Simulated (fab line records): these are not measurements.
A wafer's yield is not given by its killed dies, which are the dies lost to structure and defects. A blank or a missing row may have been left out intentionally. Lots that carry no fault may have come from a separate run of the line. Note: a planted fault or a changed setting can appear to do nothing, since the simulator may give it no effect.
Which tool is to blame? -- flow sky130 -- 7 lots, 21 wafers sampled, at 2 steps of a route of 708

## WHAT THE GAUGES READ, wafer by wafer
SKY_LDD_HVP_TW_MEAS_10.
lot,measured,on,LDD_HVP_TW
L516,day 23 14:37,film-metro-01,451 449 449
L518,day 23 23:43,film-metro-03,459 460 458
L523,day 24 23:47,film-metro-03,566 566 566
L526,day 26 01:01,film-metro-03,457 459 458
L530,day 27 10:21,film-metro-03,454 455 456
L534,day 28 22:07,film-metro-01,446 447 447
L537,day 29 15:07,film-metro-03,458 456 459

## WHAT TOOL EACH LOT RAN ON (gives the tool, then ch and the chambers of the sampled wafers, and finally the start)
lot,SKY_LDD_HVP_IMPLANT_08
L516,"implanter-02 ch 0, day 23 14:23"
L518,"implanter-03 ch 0, day 23 23:29"
L523,"implanter-03 ch 0, day 24 23:15"
L526,"implanter-01 ch 0, day 26 00:47"
L530,"implanter-03 ch 0, day 27 10:06"
L534,"implanter-03 ch 0, day 28 21:53"
L537,"implanter-01 ch 0, day 29 14:53"
- SKY_LDD_HVP_IMPLANT_08

## THE ANSWER, worked out from the rows above alone
Rule: the lots themselves supply what counts as usual. Put in order of their means at a reading, lots are off if they are a third of the lots or fewer, leave a main group of 4 or more, and stand apart from it by a gap of 3 or more times the standard deviation of the main group's means; of several such gaps the widest counts. A main group is skipped when, at the precision printed for the reading in the tables above, its means are all equal. A lot without any number at a reading at which 4 lots or more have one is off too. The other lots that the step has rows for count as sound.
Off: L523, seen at SKY_LDD_HVP_TW_MEAS_10 (LDD_HVP_TW). The main group has a mean of 454 with a standard deviation of 4.6.
If a tool, at a process step before that reading, ran all the lots that are off and no sound lot after the first of them, it fits. Those tools and the gauges at SKY_LDD_HVP_TW_MEAS_10 are tried in the same way. Not one of the candidates tried fits.

## WHAT THE SIMULATOR HAD INSERTED
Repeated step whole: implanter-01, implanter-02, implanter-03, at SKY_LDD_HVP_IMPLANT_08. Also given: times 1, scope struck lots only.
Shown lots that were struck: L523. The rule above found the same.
